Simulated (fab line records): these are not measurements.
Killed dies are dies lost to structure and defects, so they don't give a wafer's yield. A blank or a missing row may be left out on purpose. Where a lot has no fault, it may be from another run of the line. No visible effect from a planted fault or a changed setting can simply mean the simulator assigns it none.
fab line records	flow sky130
record lots=11	wafers=33	lastDay=50
route steps=708 shown RES_PROTECT@215 POLY_CUT@317 SD_P@330 SD_N@353 PAD_OPEN@708
lots untouched by any fault: they come from a run of this same line in which no faults occurred
startH: hours from the record's first day to the start of the lot's first wafer shown	waitH: hours since the lot's step before	" identical to the entry in the row above	L1.1+2: a single row standing in for several wafers	- value missing, or start not given	* or withheld: withheld	< > ~ a bound
route shown NAME@n: names a module that has steps shown in the file, with the first one's number in the route	usual: mean/standard deviation taken from wafers without a fault	same: alike in all rows	chamber/n: place in a boat	sites: the reading at each site	_std_site: the values' standard deviation	_edge_site: mean of outer sites minus mean of inner sites	radiusMm: for every site, how far away it sits from the centre of the wafer	mask NAME#n: copy n	behind: the tool/chamber that last shaped the wafer	hold: why the lot was held/for how many hours/how that ended	device: the transistor (n, p or np) that didn't switch	end of line: tests of these same wafers at the route's end	step lacking rows: just its recipe	killed: not the wafer's yield, but the dies lost to structure and defects at the first sort	map: a wafer's dies, marking killed ones x, the rest . and places with no die _
set.NAME: the setting as run; set.NAME@STEP: as run at that earlier step	model.NAME: the simulator's own value behind a step, which no gauge read
a sample of lots followed through the steps of the route, with each step as a table and each wafer as a row
services: from which hour (startH, from the record's first day; less than 0 if before it) a tool's chamber was out of use, for how many hours, and why
## steps
# step SKY_RES_PROTECT_TW_MEAS_08
# usual POLY_GATE_TW=4028/53
lot.wafer	tool	chamber	startH	waitH	POLY_GATE_TW
L777.1	filmMetro-04	-	357.01	0.1	4069
L777.4	"	-	"	"	4059
L777.6	"	-	"	"	4062
L781.2	filmMetro-04	-	382.57	0.1	4045
L781.4	"	-	"	"	4046
L781.5	"	-	"	"	4058
L786.1	filmMetro-02	-	426.08	0.1	4001
L786.2	"	-	"	"	4013
L786.4	"	-	"	"	4006
L788.2	filmMetro-03	-	441.60	0.1	3976
L788.4	"	-	"	"	4006
L788.6	"	-	"	"	4002
L789.2	filmMetro-04	-	447.87	0.1	4107
L789.5	"	-	"	"	4074
L789.6	"	-	"	"	4094
L790.3	filmMetro-04	-	458.43	0.1	4118
L790.4	"	-	"	"	4142
L790.5	"	-	"	"	4153
L792.1	filmMetro-02	-	473.24	0.1	4017
L792.3	"	-	"	"	4008
L792.5	"	-	"	"	4019
L793.2	filmMetro-04	-	486.42	0.1	4138
L793.3	"	-	"	"	4122
L793.5	"	-	"	"	4100
L797.2	filmMetro-04	-	510.67	0.1	4116
L797.3	"	-	"	"	4132
L797.6	"	-	"	"	4142
L798.1	filmMetro-03	-	525.68	0.1	4003
L798.5	"	-	"	"	4000
L798.6	"	-	"	"	3997
L800.3	filmMetro-03	-	539.10	0.1	3975
L800.5	"	-	"	"	3978
L800.6	"	-	"	"	4008
# step SKY_POLY_CUT_ETCH_10
# recipe chemistry=N2/H2	target=BARC	ionEnergyEv=200	sourceW=500	biasW=100	pressureMtorr=30	n2FlowSccm=100	h2FlowSccm=200	stopOn=SiO2	timeS=45.9	targetDepthA=600
# usual drypumpMotorCurrentA=5.7/0.46	oesProductAu=0.855/0.0047	throttleValvePct=13.224/0.0095
lot.wafer	tool	chamber	startH	waitH	drypumpMotorCurrentA	oesProductAu	rfHoursCounterH	throttleValvePct
L777.1	rieDiel-01	1	572.75	0.0	6.1	0.853	25	13.226
L777.4	"	2	"	"	6.1	0.860	9	13.230
L777.6	"	3	"	"	5.1	0.848	-	13.219
L781.2	rieDiel-01	2	606.47	0.0	6.2	0.855	9	13.245
L781.4	"	1	"	"	6.0	0.863	26	13.213
L781.5	"	3	"	"	5.1	0.852	-	13.230
L786.1	rieDiel-02	3	644.30	0.0	5.8	0.855	35	13.204
L786.2	"	0	"	"	5.1	0.859	10	13.247
L786.4	"	2	"	"	5.6	0.850	7	13.201
L788.2	rieDiel-03	0	657.27	0.0	5.3	0.859	12	13.221
L788.4	"	3	"	"	6.2	0.852	6	13.223
L788.6	"	3	"	"	6.2	0.863	-	13.242
L789.2	rieDiel-03	3	663.22	0.0	6.2	0.859	6	13.211
L789.5	"	0	"	"	5.3	0.856	-	13.240
L789.6	"	1	"	"	5.7	0.856	-	13.234
L790.3	rieDiel-03	0	673.95	0.0	5.3	0.822	13	13.223
L790.4	"	2	"	"	6.2	0.832	5	13.222
L790.5	"	0	"	"	5.3	0.830	-	13.206
L792.1	rieDiel-03	1	687.07	0.0	5.7	0.808	5	13.217
L792.3	"	2	"	"	6.1	0.830	5	13.222
L792.5	"	0	"	"	5.3	0.831	-	13.211
L793.2	rieDiel-03	2	699.50	0.0	6.2	0.839	5	13.228
L793.3	"	1	"	"	5.7	0.804	6	13.224
L793.5	"	3	"	"	6.2	0.826	-	13.227
L797.2	rieDiel-02	0	719.65	0.0	5.1	0.851	13	13.232
L797.3	"	3	"	"	5.8	0.859	37	13.219
L797.6	"	0	"	"	5.1	0.855	-	13.213
L798.1	rieDiel-01	0	734.55	0.0	6.7	0.864	14	13.221
L798.5	"	2	"	"	6.2	0.861	-	13.229
L798.6	"	3	"	"	5.1	0.861	-	13.234
L800.3	rieDiel-02	0	746.70	0.0	5.1	0.845	13	13.221
L800.5	"	1	"	"	5.7	0.860	-	13.207
L800.6	"	2	"	"	5.6	0.854	-	13.218
# step SKY_POLY_CUT_ETCH_11
# recipe target=Si3N4	chemistry=CF4/CH2F2/Ar	stopOn=poly-Si	sourceW=600	biasW=150	pressureMtorr=40	cf4FlowSccm=40	ch2f2FlowSccm=20	Ar_flow_sccm=150	timeS=42.5	targetDepthA=600
# usual drypumpMotorCurrentA=5.7/0.46	oesProductAu=0.827/0.0057	throttleValvePct=14.993/0.0084
lot.wafer	tool	chamber	startH	waitH	drypumpMotorCurrentA	oesProductAu	rfHoursCounterH	throttleValvePct
L777.1	rieDiel-01	1	572.79	0.0	6.0	0.825	25	15.011
L777.4	"	2	"	"	6.1	0.830	9	14.981
L777.6	"	3	"	"	5.1	0.813	-	14.990
L781.2	rieDiel-01	2	606.51	0.0	6.2	0.836	9	14.995
L781.4	"	1	"	"	6.0	0.825	26	14.988
L781.5	"	3	"	"	5.1	0.824	-	14.992
L786.1	rieDiel-02	3	644.34	0.0	5.8	0.824	35	15.002
L786.2	"	0	"	"	5.1	0.830	10	14.980
L786.4	"	2	"	"	5.6	0.830	7	15.001
L788.2	rieDiel-03	0	657.31	0.0	5.3	0.828	12	14.998
L788.4	"	3	"	"	6.2	0.830	6	15.008
L788.6	"	3	"	"	6.2	0.820	-	14.986
L789.2	rieDiel-03	3	663.26	0.0	6.2	0.839	6	14.996
L789.5	"	0	"	"	5.3	0.829	-	14.991
L789.6	"	1	"	"	5.8	0.823	-	15.004
L790.3	rieDiel-03	0	673.99	0.0	5.3	0.812	13	14.994
L790.4	"	2	"	"	6.2	0.819	5	15.006
L790.5	"	0	"	"	5.3	0.816	-	14.980
L792.1	rieDiel-03	1	687.11	0.0	5.7	0.735	5	14.988
L792.3	"	2	"	"	6.2	0.809	5	14.987
L792.5	"	0	"	"	5.3	0.813	-	14.993
L793.2	rieDiel-03	2	699.54	0.0	6.1	0.813	5	14.971
L793.3	"	1	"	"	5.7	0.756	6	14.974
L793.5	"	3	"	"	6.2	0.796	-	14.990
L797.2	rieDiel-02	0	719.69	0.0	5.1	0.817	13	14.992
L797.3	"	3	"	"	5.8	0.822	37	14.993
L797.6	"	0	"	"	5.1	0.812	-	14.988
L798.1	rieDiel-01	0	734.59	0.0	6.7	0.822	14	14.975
L798.5	"	2	"	"	6.2	0.819	-	14.977
L798.6	"	3	"	"	5.1	0.832	-	14.996
L800.3	rieDiel-02	0	746.74	0.0	5.1	0.823	13	14.996
L800.5	"	1	"	"	5.6	0.820	-	15.011
L800.6	"	2	"	"	5.6	0.813	-	14.989
# step SKY_POLY_CUT_STRIP_12
# recipe chemistry=O2/N2	powerW=1400	pressureMtorr=1500	platenTempC=withheld	o2FlowSccm=3000	n2FlowSccm=300	overashFraction=0.5
# usual drypumpMotorCurrentA=5.42/0.29	oesProductAu=0.452/0.0042	stripTimeToEndpointS=5.355/0.017
lot.wafer	tool	chamber	startH	waitH	drypumpMotorCurrentA	oesProductAu	rfHoursCounterH	stripTimeToEndpointS
L777.1	plasmaAsher-04	1	572.83	0.0	4.86	0.455	47	5.343
L777.4	"	0	"	"	5.49	0.453	-	5.371
L777.6	"	0	"	"	5.51	0.461	-	5.363
L781.2	plasmaAsher-01	1	606.55	0.0	5.30	0.458	90	5.370
L781.4	"	1	"	"	5.31	0.451	-	5.360
L781.5	"	1	"	"	5.31	0.445	-	5.353
L786.1	plasmaAsher-02	1	644.38	0.0	5.89	0.456	23	5.319
L786.2	"	0	"	"	5.21	0.449	23	5.334
L786.4	"	0	"	"	5.20	0.454	-	5.322
L788.2	plasmaAsher-01	0	657.35	0.0	5.41	0.445	96	5.340
L788.4	"	0	"	"	5.43	0.452	-	5.333
L788.6	"	0	"	"	5.42	0.449	-	5.323
L789.2	plasmaAsher-02	0	663.30	0.0	5.20	0.454	25	5.339
L789.5	"	0	"	"	5.20	0.454	-	5.339
L789.6	"	1	"	"	5.87	0.451	-	5.356
L790.3	plasmaAsher-02	1	674.06	0.1	5.84	0.450	-	5.440
L790.4	"	0	"	"	5.23	0.455	-	5.432
L790.5	"	0	"	"	5.21	0.462	-	5.422
L792.1	plasmaAsher-02	0	687.15	0.0	5.20	0.455	27	5.472
L792.3	"	0	"	"	5.20	0.452	-	5.452
L792.5	"	1	"	"	5.86	0.452	-	5.441
L793.2	plasmaAsher-02	0	699.58	0.0	5.21	0.451	28	5.437
L793.3	"	0	"	"	5.22	0.459	-	5.444
L793.5	"	0	"	"	5.23	0.459	-	5.421
L797.2	plasmaAsher-01	1	719.73	0.0	5.31	0.453	102	5.384
L797.3	"	0	"	"	5.42	0.445	-	5.371
L797.6	"	0	"	"	5.39	0.451	-	5.380
L798.1	plasmaAsher-04	1	734.63	0.0	4.88	0.452	62	5.391
L798.5	"	1	"	"	4.88	0.455	-	5.348
L798.6	"	0	"	"	5.52	0.447	-	5.392
L800.3	plasmaAsher-02	0	746.81	0.1	5.22	0.449	-	5.339
L800.5	"	1	"	"	5.88	0.451	-	5.369
L800.6	"	0	"	"	5.21	0.442	-	5.385
# step SKY_SD_P_STRIP_10
# recipe chemistry=O2/N2	powerW=1400	pressureMtorr=1500	platenTempC=withheld	o2FlowSccm=3000	n2FlowSccm=300	overashFraction=0.5
# usual drypumpMotorCurrentA=5.5/0.36	oesProductAu=0.618/0.0045	stripTimeToEndpointS=17.49/0.035
lot.wafer	tool	chamber	startH	waitH	drypumpMotorCurrentA	oesProductAu	rfHoursCounterH	stripTimeToEndpointS
L777.1	plasmaAsher-02	0	601.87	0.1	5.2	0.617	18	17.52
L777.4	"	1	"	"	5.9	0.617	-	17.51
L777.6	"	0	"	"	5.2	0.623	-	17.50
L781.2	plasmaAsher-02	1	635.55	0.1	5.9	0.618	22	17.45
L781.4	"	0	"	"	5.2	0.607	-	17.46
L781.5	"	0	"	"	5.2	0.627	-	17.42
L786.1	plasmaAsher-03	0	672.57	0.1	5.2	0.607	84	17.54
L786.2	"	1	"	"	6.2	0.624	84	17.49
L786.4	"	1	"	"	6.2	0.626	-	17.56
L788.2	plasmaAsher-01	1	685.67	0.1	5.3	0.609	99	17.56
L788.4	"	0	"	"	5.4	0.620	-	17.54
L788.6	"	1	"	"	5.3	0.620	-	17.52
L789.2	plasmaAsher-01	1	691.80	0.1	5.3	0.621	99	17.46
L789.5	"	1	"	"	5.3	0.614	-	17.47
L789.6	"	0	"	"	5.4	0.618	-	17.50
L790.3	plasmaAsher-02	0	702.12	0.1	5.2	0.626	-	17.47
L790.4	"	1	"	"	5.9	0.614	-	17.49
L790.5	"	0	"	"	5.2	0.623	-	17.52
L792.1	plasmaAsher-01	1	715.52	0.1	5.3	0.623	102	17.52
L792.3	"	1	"	"	5.3	0.619	-	17.48
L792.5	"	0	"	"	5.4	0.619	-	17.51
L793.2	plasmaAsher-02	0	727.97	0.1	5.2	0.619	31	17.50
L793.3	"	1	"	"	5.9	0.621	-	17.55
L793.5	"	0	"	"	5.2	0.618	-	17.51
L797.2	plasmaAsher-01	0	747.42	0.1	5.4	0.615	0	17.51
L797.3	"	0	"	"	5.4	0.620	-	17.49
L797.6	"	0	"	"	5.4	0.618	-	17.56
L798.1	plasmaAsher-02	1	761.98	0.1	5.9	0.621	35	17.50
L798.5	"	0	"	"	5.2	0.619	-	17.47
L798.6	"	1	"	"	5.9	0.624	-	17.47
L800.3	plasmaAsher-01	1	773.95	0.1	5.3	0.621	-	17.51
L800.5	"	1	"	"	5.3	0.607	-	17.53
L800.6	"	0	"	"	5.4	0.618	-	17.51
# step SKY_SD_N_STRIP_11
# recipe chemistry=O2/N2	powerW=1400	pressureMtorr=1500	platenTempC=withheld	o2FlowSccm=3000	n2FlowSccm=300	overashFraction=0.5
# usual drypumpMotorCurrentA=5.4/0.37	oesProductAu=0.527/0.0046	stripTimeToEndpointS=22.54/0.041
lot.wafer	tool	chamber	startH	waitH	drypumpMotorCurrentA	oesProductAu	rfHoursCounterH	stripTimeToEndpointS
L777.1	plasmaAsher-01	1	660.70	0.1	5.3	0.525	96	22.52
L777.4	"	1	"	"	5.3	0.520	-	22.54
L777.6	"	1	"	"	5.3	0.530	-	22.58
L781.2	plasmaAsher-01	0	692.88	0.1	5.4	0.526	99	22.51
L781.4	"	0	"	"	5.4	0.536	-	22.52
L781.5	"	1	"	"	5.3	0.524	-	22.54
L786.1	plasmaAsher-01	0	728.15	0.1	5.4	0.533	103	22.53
L786.2	"	1	"	"	5.3	0.528	103	22.52
L786.4	"	1	"	"	5.3	0.528	-	22.58
L788.2	plasmaAsher-04	1	741.45	0.1	4.9	0.523	63	22.60
L788.4	"	1	"	"	4.9	0.520	-	22.56
L788.6	"	0	"	"	5.5	0.525	-	22.58
L789.2	plasmaAsher-04	1	747.65	0.1	4.9	0.530	64	22.60
L789.5	"	1	"	"	4.9	0.524	-	22.53
L789.6	"	0	"	"	5.5	0.525	-	22.53
L790.3	plasmaAsher-03	0	757.68	0.1	5.2	0.529	-	22.57
L790.4	"	1	"	"	6.2	0.526	-	22.59
L790.5	"	0	"	"	5.2	0.529	-	22.56
L792.1	plasmaAsher-01	0	770.83	0.1	5.4	0.527	2	22.52
L792.3	"	1	"	"	5.3	0.524	-	22.53
L792.5	"	1	"	"	5.3	0.528	-	22.53
L793.2	plasmaAsher-01	0	782.90	0.1	5.5	0.522	4	22.53
L793.3	"	0	"	"	5.5	0.527	-	22.51
L793.5	"	1	"	"	5.3	0.534	-	22.54
L797.2	plasmaAsher-03	1	801.85	0.1	6.2	0.524	97	22.55
L797.3	"	0	"	"	5.3	0.533	-	22.55
L797.6	"	1	"	"	6.2	0.523	-	22.55
L798.1	plasmaAsher-04	1	816.20	0.1	4.9	0.533	71	22.54
L798.5	"	1	"	"	4.9	0.533	-	22.53
L798.6	"	0	"	"	5.5	0.527	-	22.50
L800.3	plasmaAsher-04	1	828.27	0.1	4.9	0.520	-	22.50
L800.5	"	0	"	"	5.5	0.534	-	22.48
L800.6	"	1	"	"	4.9	0.525	-	22.52
# step SKY_PAD_OPEN_PROBE_99
# usual killed_at_M0_to_M3=44/7.3	killed_at_M4_up=3.4/1.8	killedAtContacts=24/5.8	killedAtFrontEnd=15/4.9	killedAtOther=0.4/0.63	killedDies=86/11	killedOpen=47/8	killedShort=39/6.5
# same grossDies=492	killedAtBackSide=0
lot.wafer	tool	chamber	startH	waitH	hold	killed_at_M0_to_M3	killed_at_M4_up	killedAtContacts	killedAtFrontEnd	killedAtOther	killedDies	killedOpen	killedShort
L777.1	prober-01	-	1084.31	0.1	-	50	2	29	11	2	94	55	39
L777.4	prober-01	-	1084.46	0.2	-	50	4	16	10	0	80	48	31
L777.6	prober-01	-	1084.56	0.2	-	42	7	33	27	0	109	59	50
L781.2	prober-01	-	1109.00	0.1	-	45	2	17	24	1	89	54	35
L781.4	prober-01	-	1109.10	0.2	-	47	2	23	7	0	79	45	34
L781.5	prober-01	-	1109.15	0.2	-	53	2	21	12	0	88	45	43
L786.1	prober-02	-	1135.36	0.1	-	46	2	27	11	0	86	37	48
L786.2	prober-02	-	1135.41	0.1	-	29	3	26	21	0	79	45	34
L786.4	prober-02	-	1135.51	0.2	-	42	8	31	13	1	95	47	48
L788.2	prober-02	-	1145.26	0.1	-	52	3	18	24	1	98	45	52
L788.4	prober-02	-	1145.36	0.2	-	41	4	24	11	0	80	49	31
L788.6	prober-02	-	1145.46	0.2	-	37	4	28	19	1	89	53	36
L789.2	prober-01	-	1150.50	0.1	-	37	3	21	11	0	72	36	35
L789.5	prober-01	-	1150.65	0.2	-	37	3	21	11	1	73	38	35
L789.6	prober-01	-	1150.70	0.2	-	45	2	11	16	0	74	42	32
L790.3	prober-02	-	1154.77	0.2	awaitDispo/2.6h/release	44	1	39	32	1	117	55	45
L790.4	prober-02	-	1154.82	0.2	awaitDispo/2.6h/release	39	5	22	20	0	86	36	42
L790.5	prober-02	-	1154.87	0.2	awaitDispo/2.6h/release	47	2	20	21	2	92	47	36
L797.2	prober-01	-	1185.15	0.1	-	59	3	22	10	1	95	52	42
L797.3	prober-01	-	1185.20	0.2	-	47	4	24	17	2	94	46	48
L797.6	prober-01	-	1185.35	0.2	-	51	5	16	11	1	84	43	41
L798.1	prober-02	-	1191.40	0.1	-	62	3	32	23	1	121	73	48
L798.5	prober-02	-	1191.60	0.2	-	53	4	24	11	0	92	45	47
L798.6	prober-02	-	1191.65	0.2	-	46	3	21	17	0	87	44	43
L800.3	prober-01	-	1200.66	0.2	-	33	4	31	10	0	78	45	33
L800.5	prober-01	-	1200.76	0.2	-	33	5	29	10	1	78	41	37
L800.6	prober-01	-	1200.81	0.2	-	42	5	33	19	0	99	52	47
# killed by level:class
L777.1 VIA1:geometricParticle:open=12 LI_CONTACT:geometricParticle:open=10 VIA3:geometricParticle:open=10 POLY_GATE:geometricParticle:open=6 VIA1:geometricParticle:short=6 VIA2:geometricParticle:open=6 LOCAL_INTERCONNECT:geometricParticle:short=5 CONTACT:geometricParticle:short=5
L777.4 VIA1:geometricParticle:open=16 CONTACT:geometricParticle:open=6 METAL1:geometricParticle:short=6 METAL2:geometricParticle:short=6 VIA2:geometricParticle:open=6 POLY_GATE:geometricParticle:open=5 LI_CONTACT:geometricParticle:open=5 VIA3:geometricParticle:open=5
L777.6 LI_CONTACT:geometricParticle:open=11 CONTACT:geometricParticle:open=10 VIA1:geometricParticle:open=8 METAL2:geometricParticle:short=7 VIA3:geometricParticle:open=7 POLY_GATE:geometricParticle:short=6 LOCAL_INTERCONNECT:geometricParticle:short=6 FIELD_ISO:geometricParticle:short=5
L781.2 VIA3:geometricParticle:open=11 VIA1:geometricParticle:open=10 VIA2:geometricParticle:open=10 POLY_GATE:geometricParticle:short=6 FIELD_ISO:geometricParticle:open=5 POLY_GATE:geometricParticle:open=5 LI_CONTACT:geometricParticle:open=5 FIELD_ISO:geometricParticle:short=4
L781.4 VIA1:geometricParticle:open=10 VIA3:geometricParticle:open=10 LI_CONTACT:geometricParticle:open=8 VIA3:geometricParticle:short=7 CONTACT:geometricParticle:open=6 VIA1:geometricParticle:short=6 METAL2:geometricParticle:short=4 METAL1:geometricParticle:short=4
L781.5 VIA1:geometricParticle:open=12 CONTACT:geometricParticle:open=8 METAL2:geometricParticle:short=6 VIA3:geometricParticle:short=6 LI_CONTACT:geometricParticle:open=5 CONTACT:geometricParticle:short=5 METAL1:geometricParticle:short=5 VIA1:geometricParticle:short=5
L786.1 VIA1:geometricParticle:open=13 METAL2:geometricParticle:short=8 CONTACT:geometricParticle:open=7 METAL1:geometricParticle:short=7 LOCAL_INTERCONNECT:geometricParticle:short=6 VIA3:geometricParticle:open=6 LI_CONTACT:geometricParticle:short=4 LI_CONTACT:geometricParticle:open=4
L786.2 FIELD_ISO:geometricParticle:open=10 CONTACT:geometricParticle:open=9 LOCAL_INTERCONNECT:geometricParticle:short=7 METAL1:geometricParticle:short=6 LI_CONTACT:geometricParticle:open=5 VIA3:geometricParticle:open=5 FIELD_ISO:geometricParticle:short=4 VIA2:geometricParticle:open=4
L786.4 VIA3:geometricParticle:open=9 LI_CONTACT:geometricParticle:open=9 VIA2:geometricParticle:open=8 CONTACT:geometricParticle:open=7 METAL1:geometricParticle:short=7 CONTACT:geometricParticle:short=6 METAL2:geometricParticle:short=5 METAL4:geometricParticle:short=5
L788.2 METAL1:geometricParticle:short=9 FIELD_ISO:geometricParticle:short=8 VIA3:geometricParticle:open=8 LI_CONTACT:geometricParticle:open=7 VIA1:geometricParticle:open=7 CONTACT:geometricParticle:open=5 VIA1:geometricParticle:short=5 VIA2:geometricParticle:short=5
L788.4 CONTACT:geometricParticle:open=12 VIA1:geometricParticle:open=8 METAL2:geometricParticle:open=7 VIA2:geometricParticle:open=7 FIELD_ISO:geometricParticle:open=4 METAL1:geometricParticle:short=4 METAL2:geometricParticle:short=4 LOCAL_INTERCONNECT:geometricParticle:short=3
L788.6 CONTACT:geometricParticle:open=11 LI_CONTACT:geometricParticle:open=9 FIELD_ISO:geometricParticle:short=8 VIA1:geometricParticle:open=8 VIA2:geometricParticle:open=7 VIA3:geometricParticle:open=7 POLY_GATE:geometricParticle:open=4 LOCAL_INTERCONNECT:geometricParticle:short=4
L789.2 VIA1:geometricParticle:open=8 CONTACT:geometricParticle:open=6 VIA1:geometricParticle:short=6 VIA2:geometricParticle:open=6 LI_CONTACT:geometricParticle:open=5 METAL1:geometricParticle:short=5 POLY_GATE:geometricParticle:open=4 CONTACT:geometricParticle:short=4
L789.5 CONTACT:geometricParticle:open=9 VIA2:geometricParticle:open=9 LI_CONTACT:geometricParticle:open=7 VIA1:geometricParticle:short=7 POLY_GATE:geometricParticle:short=5 VIA1:geometricParticle:open=4 LI_CONTACT:geometricParticle:short=3 METAL1:geometricParticle:short=3
L789.6 VIA1:geometricParticle:open=10 VIA2:geometricParticle:open=9 VIA1:geometricParticle:short=7 VIA3:geometricParticle:open=6 CONTACT:geometricParticle:open=4 METAL2:geometricParticle:short=4 METAL3:geometricParticle:short=4 FIELD_ISO:geometricParticle:open=3
L790.3 POLY_CUT:areaEtch=16 CONTACT:geometricParticle:open=12 VIA3:geometricParticle:open=9 CONTACT:geometricParticle:short=8 VIA1:geometricParticle:open=8 LI_CONTACT:geometricParticle:open=7 LOCAL_INTERCONNECT:geometricParticle:short=7 FIELD_ISO:geometricParticle:open=5
L790.4 CONTACT:geometricParticle:open=10 METAL2:geometricParticle:short=8 VIA1:geometricParticle:open=8 POLY_CUT:areaEtch=8 METAL4:geometricParticle:short=5 VIA3:geometricParticle:open=5 LI_CONTACT:geometricParticle:open=4 CONTACT:geometricParticle:short=4
L790.5 VIA1:geometricParticle:open=9 VIA2:geometricParticle:open=9 POLY_CUT:areaEtch=9 VIA3:geometricParticle:open=8 LI_CONTACT:geometricParticle:open=7 METAL2:geometricParticle:short=7 CONTACT:geometricParticle:short=4 CONTACT:geometricParticle:open=4
L797.2 VIA1:geometricParticle:open=16 LI_CONTACT:geometricParticle:open=8 VIA2:geometricParticle:short=8 VIA3:geometricParticle:open=8 METAL2:geometricParticle:short=6 LOCAL_INTERCONNECT:geometricParticle:short=5 VIA1:geometricParticle:short=5 CONTACT:geometricParticle:open=4
L797.3 VIA1:geometricParticle:open=14 VIA3:geometricParticle:open=9 CONTACT:geometricParticle:open=8 CONTACT:geometricParticle:short=6 POLY_GATE:geometricParticle:short=5 METAL1:geometricParticle:short=5 FIELD_ISO:geometricParticle:open=4 LI_CONTACT:geometricParticle:short=4
L797.6 VIA1:geometricParticle:open=11 CONTACT:geometricParticle:open=10 VIA2:geometricParticle:open=8 VIA1:geometricParticle:short=5 METAL3:geometricParticle:short=5 VIA3:geometricParticle:open=4 METAL2:geometricParticle:short=4 LOCAL_INTERCONNECT:geometricParticle:short=4
L798.1 VIA1:geometricParticle:open=18 CONTACT:geometricParticle:open=11 VIA3:geometricParticle:open=11 FIELD_ISO:geometricParticle:short=8 LI_CONTACT:geometricParticle:open=8 VIA1:geometricParticle:short=6 METAL2:geometricParticle:short=6 FIELD_ISO:geometricParticle:open=5
L798.5 VIA1:geometricParticle:open=15 CONTACT:geometricParticle:open=9 VIA2:geometricParticle:short=8 VIA1:geometricParticle:short=6 METAL2:geometricParticle:short=6 LOCAL_INTERCONNECT:geometricParticle:short=5 VIA2:geometricParticle:open=5 FIELD_ISO:geometricParticle:short=4
L798.6 CONTACT:geometricParticle:short=8 VIA2:geometricParticle:open=8 LI_CONTACT:geometricParticle:open=7 FIELD_ISO:geometricParticle:open=6 METAL1:geometricParticle:short=6 POLY_GATE:geometricParticle:open=5 VIA1:geometricParticle:short=5 VIA1:geometricParticle:open=5
L800.3 LI_CONTACT:geometricParticle:open=11 CONTACT:geometricParticle:open=6 VIA1:geometricParticle:open=6 LOCAL_INTERCONNECT:geometricParticle:short=5 METAL3:geometricParticle:short=5 VIA2:geometricParticle:open=5 VIA3:geometricParticle:open=5 FIELD_ISO:geometricParticle:open=4
L800.5 CONTACT:geometricParticle:open=12 VIA1:geometricParticle:open=7 VIA3:geometricParticle:open=7 LOCAL_INTERCONNECT:geometricParticle:short=6 CONTACT:geometricParticle:short=5 FIELD_ISO:geometricParticle:short=4 METAL1:geometricParticle:short=4 LI_CONTACT:geometricParticle:open=3
L800.6 CONTACT:geometricParticle:open=9 LI_CONTACT:geometricParticle:open=8 VIA1:geometricParticle:open=8 LOCAL_INTERCONNECT:geometricParticle:short=7 METAL1:geometricParticle:short=7 VIA1:geometricParticle:short=6 METAL2:geometricParticle:short=6 CONTACT:geometricParticle:short=5
## services
tool	chamber	startH	hours	kind
rieDiel-02	3	549.60	4.9	repair
rieDiel-01	2	554.16	1.5	repair
rieDiel-02	3	560.53	5.4	repair
plasmaAsher-03	-	566.59	14.6	pm
plasmaAsher-02	-	572.55	1.4	repair
rieDiel-01	-	574.10	0.2	repair
rieDiel-02	-	583.17	15.6	pm
rieDiel-01	1	584.00	2.7	repair
rieDiel-03	1	617.92	2.2	repair
plasmaAsher-04	-	618.87	3.2	repair
rieDiel-03	-	622.53	2.8	pm
plasmaAsher-03	-	662.43	1.5	repair
rieDiel-01	1	680.54	1.4	repair
plasmaAsher-01	-	733.81	9.0	pm
plasmaAsher-01	0	733.81	9.0	ventCycle
plasmaAsher-01	1	733.81	9.0	ventCycle
rieDiel-03	1	736.29	36.8	repair
plasmaAsher-01	-	742.81	2.8	pm
rieDiel-02	3	753.63	2.9	repair
rieDiel-01	2	778.99	17.7	repair
rieDiel-02	0	783.66	25.7	repair
plasmaAsher-01	-	796.20	19.4	repair
rieDiel-02	2	809.33	13.5	repair
rieDiel-01	0	826.47	58.4	repair
## key
firstSign step=SKY_POLY_CUT_ETCH_10	reading=oesProductAu	direction=down	sigmas=6.5	usual=0.855	struck=0.825
effect step=SKY_POLY_CUT_ETCH_11	reading=oesProductAu	direction=down	sigmas=5.3	usual=0.827	struck=0.796	wafersMoved=8
effect step=SKY_POLY_CUT_STRIP_12	reading=stripTimeToEndpointS	direction=up	sigmas=5.1	usual=*	struck=*
metAt SKY_POLY_CUT_ETCH_10
struckLots L790,L792,L793
rowsEnd L792.1,L792.3,L792.5,L793.2,L793.3,L793.5
testerLeftOut L790
notActingAt SKY_RES_PROTECT_TW_MEAS_08,SKY_SD_P_STRIP_10,SKY_SD_N_STRIP_11
onsetBetween 663.22 673.95
fault kind=processParameterDrift	tool=rieDiel-03	chamber=-	onsetH=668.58	steps=SKY_POLY_CUT_ETCH_10	channel=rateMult	offset=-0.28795	shape=step	endH=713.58
# testerLeftOut: of these lots the tester's yield and bins aren't shown, on N5 and GAA mostly nor the transistor test; their killed dies are dies lost to structure and defects alone, not to doping, threshold or leakage, so they don't give the yield
# rowsEnd: these wafers met a further fault down the route, and their rows from its step on are left out
